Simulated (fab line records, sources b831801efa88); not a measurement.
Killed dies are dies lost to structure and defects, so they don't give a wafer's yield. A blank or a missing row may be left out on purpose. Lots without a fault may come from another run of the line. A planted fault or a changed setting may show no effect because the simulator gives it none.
Split-lot experiment | flow gf180mcu | 5 lots, 23 wafers read, on a route of 602 steps

THE SPLIT
At GF_V4_CVD_00 (deposits SiO2, target thk 600 nm, time 100 s), the setting sih4_flow_sccm was moved away from the recipe's 60 sccm on 5 of the 23 wafers read, by -7.9% to +14.6%. The other wafers ran this setting at the recipe's value.

The file shows no step between the split and the reading.

THE READING
V4_CVD_00_THK, in nm, at GF_V4_THK_MEAS_01. Fault-free wafers of this fab line usually give 603 nm, standard deviation 5.8 nm.

wafer  | tool, chamber at the split | sih4_flow_sccm as run, sccm | against the recipe | V4_CVD_00_THK, nm | against lot-mates on the recipe
L074.1 | hdpcvd-01, 0               | 60                          | recipe             | 612               | -
L074.2 | hdpcvd-01, 1               | 60                          | recipe             | 605               | -
L074.3 | hdpcvd-01, 2               | 60                          | recipe             | 603               | -
L074.4 | hdpcvd-01, 1               | 60                          | recipe             | 604               | -
L074.5 | hdpcvd-01, 0               | 60                          | recipe             | 599               | -
L077.1 | hdpcvd-02, 0               | 60                          | recipe             | 607               | -
L077.2 | hdpcvd-02, 1               | 60                          | recipe             | 605               | -
L077.4 | hdpcvd-02, 1               | 68.78                       | +14.6%             | 691               | +86
L077.5 | hdpcvd-02, 2               | 68.78                       | +14.6%             | 686               | +81
L077.6 | hdpcvd-02, 0               | 60                          | recipe             | 602               | -
L081.1 | hdpcvd-02, 0               | 60                          | recipe             | 603               | -
L081.2 | hdpcvd-02, 1               | 60                          | recipe             | 608               | -
L081.3 | hdpcvd-02, 2               | 60                          | recipe             | 608               | -
L081.5 | hdpcvd-02, 2               | 60                          | recipe             | 609               | -
L081.6 | hdpcvd-02, 0               | 60                          | recipe             | 604               | -
L082.2 | hdpcvd-02, 2               | 60                          | recipe             | 611               | -
L082.3 | hdpcvd-02, 0               | 60                          | recipe             | 600               | -
L082.5 | hdpcvd-02, 1               | 60                          | recipe             | 605               | -
L084.1 | hdpcvd-01, 1               | 60                          | recipe             | 608               | -
L084.2 | hdpcvd-01, 2               | 55.28                       | -7.9%              | 555               | -58
L084.3 | hdpcvd-01, 0               | 55.28                       | -7.9%              | 565               | -48
L084.4 | hdpcvd-01, 1               | 55.28                       | -7.9%              | 561               | -52
L084.5 | hdpcvd-01, 0               | 60                          | recipe             | 617               | -

THE FIT
A straight line over all 23 wafers: V4_CVD_00_THK changes by +5.69 nm for each +1% of sih4_flow_sccm; r = +0.99; the points scatter about the line by 4.4 nm.
The same after taking each lot's own level away (the mean of its wafers on the recipe; 23 wafers): +6.01 nm for each +1%; r = +0.99; scatter 4.2 nm.
On that fit, the largest move of sih4_flow_sccm shifts the reading by 88 nm.
The lots' own levels span 604.6 to 612.5 nm, that is 1.4 times the standard deviation above.
So the lot-to-lot level changes the slope little: the two slopes agree.
Check: with one of the wafers moved furthest among these (+14.6%) left out of the fit, the line predicts +87.4 nm for it against its lot-mates. It came out at +86.3 nm against them.

OTHER SPLITS ON THESE WAFERS
These wafers also went through other splits before the reading. Each is held against what the fit with the lots' levels taken away leaves over:
other split on the same wafers | wafers away from the commonest value | r with V4_CVD_00_THK (lot level and that fit taken away)
GF_M4_SPUTTER_02 power_w       | 7                                    | -0.25
GF_M4_SOFTBAKE_10 temp_c       | 11                                   | +0.17

THE WHOLE CHAIN: every reading that the file lists as answering this split, in the file's order
step              | what it does                                 | reading                                                                   | change (the file's fit)              | r (the file's)
GF_V4_CVD_00      | deposits SiO2, target thk 600 nm, time 100 s | SiO2_of_V4_CVD_00.thk_nm (the simulator's own value, which no gauge read) | +5.95 nm for each +1% of the setting | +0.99
GF_V4_THK_MEAS_01 |                                              | V4_CVD_00_THK                                                             | +5.94 for each +1% of the setting    | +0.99

THE FILE'S OWN FIT
V4_CVD_00_THK changes by +5.94 nm for each +1% of sih4_flow_sccm, r = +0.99.
